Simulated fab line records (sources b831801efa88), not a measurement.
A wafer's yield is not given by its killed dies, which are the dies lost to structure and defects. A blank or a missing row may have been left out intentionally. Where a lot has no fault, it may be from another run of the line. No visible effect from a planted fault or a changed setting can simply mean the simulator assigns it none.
The tool behind it: which one? + flow sky130 + 15 lots, 45 wafers sampled, at 6 steps of a route of 708

## WHAT EACH GAUGE READ, for each wafer
SKY_METAL2_CD_MEAS_15: target cd 140 nm.
| lot  | measured     | on        | cd nm (nm)        |
|------|--------------|-----------|-------------------|
| L499 | day 35 15:47 | cd sem-02 | 141.5 140.8 141.6 |
| L500 | day 35 19:31 | cd sem-02 | 139.3 138.2 140.5 |
| L502 | day 36 00:46 | cd sem-01 | 139.4 138.9 136.8 |
| L505 | day 37 01:51 | cd sem-02 | 139.7 140.2 139.0 |
| L506 | day 37 08:13 | cd sem-02 | 142.5 142.2 142.7 |
| L507 | day 37 14:37 | cd sem-02 | 140.2 142.5 143.0 |
| L508 | day 38 01:49 | cd sem-02 | 139.9 139.7 139.8 |
| L510 | day 39 00:10 | cd sem-01 | 140.5 138.4 141.1 |
| L512 | day 39 10:52 | cd sem-01 | 140.0 140.0 139.5 |
| L514 | day 39 18:37 | cd sem-02 | 140.7 140.9 141.3 |
| L516 | day 40 07:53 | cd sem-01 | 142.5 141.3 142.3 |
| L517 | day 40 21:41 | cd sem-01 | 137.7 138.9 138.2 |
| L520 | day 41 13:38 | cd sem-01 | 139.3 140.3 140.8 |
| L521 | day 41 15:05 | cd sem-01 | 141.3 141.6 142.9 |
| L522 | day 42 02:16 | cd sem-02 | 140.8 139.9 139.5 |

SKY_VIA2_BOW_MEAS_03.
| lot  | measured     | on            | VIA2_BOW (um) |
|------|--------------|---------------|---------------|
| L499 | day 35 18:03 | film metro-01 | 90 82 82      |
| L500 | day 35 21:04 | film metro-02 | 74 76 79      |
| L502 | day 36 02:12 | film metro-02 | 87 92 94      |
| L505 | day 37 03:16 | film metro-03 | 79 87 82      |
| L506 | day 37 09:38 | film metro-03 | 87 88 87      |
| L507 | day 37 16:02 | film metro-03 | 91 96 91      |
| L508 | day 38 03:19 | film metro-01 | 92 90 93      |
| L510 | day 39 01:35 | film metro-01 | 94 87 95      |
| L512 | day 39 12:19 | film metro-03 | 86 81 84      |
| L514 | day 39 20:02 | film metro-01 | 92 81 93      |
| L516 | day 40 09:21 | film metro-03 | 94 88 82      |
| L517 | day 40 23:07 | film metro-03 | 88 95 109     |
| L520 | day 41 15:08 | film metro-03 | 87 80 90      |
| L521 | day 41 16:32 | film metro-02 | 83 74 79      |
| L522 | day 42 03:46 | film metro-02 | 94 92 75      |

SKY_VIA2_RS_MEAS_22: uses a four-point probe to measure.
| lot  | measured     | on            | VIA2_W_RS (ohm/sq)   |
|------|--------------|---------------|----------------------|
| L499 | day 36 20:56 | film metro-02 | 0.267 0.271 0.266    |
| L500 | day 37 00:19 | film metro-02 | 0.271 0.272 0.272    |
| L502 | day 37 05:25 | film metro-01 | 0.273 0.273 0.275    |
| L505 | day 38 05:12 | film metro-01 | 0.270 0.272 0.268    |
| L506 | day 38 12:05 | film metro-01 | 58.167 57.833 58.001 |
| L507 | day 38 18:49 | film metro-02 | 57.884 57.020 58.203 |
| L508 | day 39 05:34 | film metro-03 | 58.429 58.337 58.157 |
| L510 | day 40 03:19 | film metro-03 | 0.268 0.267 0.269    |
| L512 | day 40 13:45 | film metro-01 | 0.274 0.273 0.274    |
| L514 | day 40 20:57 | film metro-01 | 0.272 0.271 0.273    |
| L516 | day 41 10:32 | film metro-03 | 0.269 0.267 0.269    |
| L517 | day 41 23:14 | film metro-02 | 0.272 0.274 0.274    |
| L520 | day 42 15:42 | film metro-02 | 0.271 0.271 0.272    |
| L521 | day 42 17:10 | film metro-01 | 0.266 0.267 0.267    |
| L522 | day 43 04:13 | film metro-01 | 0.265 0.266 0.267    |

SKY_VIA2_THK_MEAS_23: measures by xrf.
| lot  | measured     | on            | VIA2_W_THK (nm) |
|------|--------------|---------------|-----------------|
| L499 | day 36 21:02 | film metro-02 | 434 427 436     |
| L500 | day 37 00:26 | film metro-02 | 421 419 420     |
| L502 | day 37 05:32 | film metro-01 | 418 420 417     |
| L505 | day 38 05:19 | film metro-01 | 426 420 423     |
| L506 | day 38 12:11 | film metro-01 | - - -           |
| L507 | day 38 18:55 | film metro-02 | <0 - <0         |
| L508 | day 39 05:41 | film metro-03 | - - -           |
| L510 | day 40 03:26 | film metro-03 | 435 438 433     |
| L512 | day 40 13:52 | film metro-01 | 417 419 419     |
| L514 | day 40 21:04 | film metro-01 | 421 419 418     |
| L516 | day 41 10:39 | film metro-03 | 434 439 435     |
| L517 | day 41 23:20 | film metro-02 | 420 420 420     |
| L520 | day 42 15:49 | film metro-02 | 429 427 427     |
| L521 | day 42 17:17 | film metro-01 | 434 434 432     |
| L522 | day 43 04:20 | film metro-01 | 432 429 428     |

## WHICH TOOL RAN EACH LOT (tool, then ch and the chambers of the sampled wafers, then the start)
| lot  | SKY_VIA2_CMP_02               | SKY_VIA2_CVD_21               |
|------|-------------------------------|-------------------------------|
| L499 | cmp-02 ch 0,3, day 35 17:44   | cvd w-01 ch 0, day 36 20:47   |
| L500 | cmp-01 ch 0,1,2, day 35 20:46 | cvd w-01 ch 0,1, day 37 00:11 |
| L502 | cmp-01 ch 2,3, day 36 01:54   | cvd w-01 ch 0,1, day 37 05:17 |
| L505 | cmp-01 ch 0,2,3, day 37 03:00 | cvd w-02 ch 0,1, day 38 05:03 |
| L506 | cmp-02 ch 2,3, day 37 09:21   | cvd w-02 ch 0,1, day 38 11:58 |
| L507 | cmp-01 ch 0,1, day 37 15:44   | cvd w-01 ch 0,1, day 38 18:41 |
| L508 | cmp-01 ch 1,2, day 38 03:04   | cvd w-01 ch 0,1, day 39 05:26 |
| L510 | cmp-02 ch 0,1,3, day 39 01:20 | cvd w-01 ch 0,1, day 40 03:11 |
| L512 | cmp-02 ch 1,2,3, day 39 12:04 | cvd w-01 ch 0, day 40 13:37   |
| L514 | cmp-01 ch 0,3, day 39 19:44   | cvd w-01 ch 0,1, day 40 20:49 |
| L516 | cmp-01 ch 2,3, day 40 09:02   | cvd w-01 ch 1, day 41 10:23   |
| L517 | cmp-01 ch 0,1,2, day 40 22:53 | cvd w-02 ch 0,1, day 41 23:05 |
| L520 | cmp-02 ch 0,1,2, day 41 14:56 | cvd w-02 ch 0,1, day 42 15:34 |
| L521 | cmp-01 ch 0,1,2, day 41 16:20 | cvd w-01 ch 0,1, day 42 17:02 |
| L522 | cmp-01 ch 1,2,3, day 42 03:32 | cvd w-01 ch 0,1, day 43 04:05 |
- SKY_VIA2_CMP_02: polishes SiO2.
- SKY_VIA2_CVD_21: deposits W, target thk 420 nm, time 126.4 s.

## WHAT THE TOOLS THEMSELVES READ (means of the sampled wafers that have a number; where no wafer has one, the mark that the record gives instead)
SKY_VIA2_CMP_02.
| lot  | tool   | motor current A (A) |
|------|--------|---------------------|
| L499 | cmp-02 | 11.1                |
| L500 | cmp-01 | 11.2                |
| L502 | cmp-01 | 11.9                |
| L505 | cmp-01 | 11.8                |
| L506 | cmp-02 | 12.2                |
| L507 | cmp-01 | 11.8                |
| L508 | cmp-01 | 12.0                |
| L510 | cmp-02 | 10.9                |
| L512 | cmp-02 | 11.9                |
| L514 | cmp-01 | 11.7                |
| L516 | cmp-01 | 11.4                |
| L517 | cmp-01 | 11.5                |
| L520 | cmp-02 | 11.7                |
| L521 | cmp-01 | 11.5                |
| L522 | cmp-01 | 12.3                |

SKY_VIA2_CVD_21.
| lot  | tool     | chamber pressure Torr (Torr) | heater power outer w (W) | heater power w (W) |
|------|----------|------------------------------|--------------------------|--------------------|
| L499 | cvd w-01 | 39.94                        | 509                      | 837                |
| L500 | cvd w-01 | 39.94                        | 524                      | 879                |
| L502 | cvd w-01 | 39.92                        | 523                      | 851                |
| L505 | cvd w-02 | 39.96                        | 552                      | 887                |
| L506 | cvd w-02 | -                            | -                        | -                  |
| L507 | cvd w-01 | -                            | -                        | -                  |
| L508 | cvd w-01 | -                            | -                        | -                  |
| L510 | cvd w-01 | 39.99                        | 517                      | 896                |
| L512 | cvd w-01 | 39.97                        | 523                      | 843                |
| L514 | cvd w-01 | 40.09                        | 518                      | 857                |
| L516 | cvd w-01 | 40.01                        | 529                      | 899                |
| L517 | cvd w-02 | 39.99                        | 519                      | 819                |
| L520 | cvd w-02 | 40.00                        | 507                      | 835                |
| L521 | cvd w-01 | 39.98                        | 525                      | 892                |
| L522 | cvd w-01 | 39.93                        | 521                      | 893                |

## THE ANSWER, worked out from the rows above alone
Rule: usual is defined by the lots themselves. Put in order of their means at a reading, lots are off if they are a third of the lots or fewer, leave a main group of 4 or more, and stand apart from it by a gap of 3 or more times the standard deviation of the main group's means; of several such gaps the widest counts. If all means in a main group match to the digits the tables above print for the reading, that group is not used. Also off: a lot with no number at a reading for which 4 or more lots have one. Any other lot the step has rows for is counted as sound. The gauges are gone through in route order, then the tools' own readings, and for those a lot's mean is taken as printed above. The first step at which some lot is off is used, and at that step the reading that is off furthest; a lot without a number counts as furthest.
Off: L506, L507, L508, at SKY_VIA2_RS_MEAS_22 (VIA2_W_RS). The main group has a mean of 0.270 ohm/sq with a standard deviation of 0.0026.
If a tool, at a process step before that reading, ran all the lots that are off and no sound lot after the first of them, it fits. The gauges at SKY_VIA2_RS_MEAS_22 aren't tried: what is off there is off at SKY_VIA2_CVD_21 too, on other tools, and a gauge's error can't cause that. Not one of the candidates tried fits.

## WHAT THE SIMULATOR HAD PUT IN
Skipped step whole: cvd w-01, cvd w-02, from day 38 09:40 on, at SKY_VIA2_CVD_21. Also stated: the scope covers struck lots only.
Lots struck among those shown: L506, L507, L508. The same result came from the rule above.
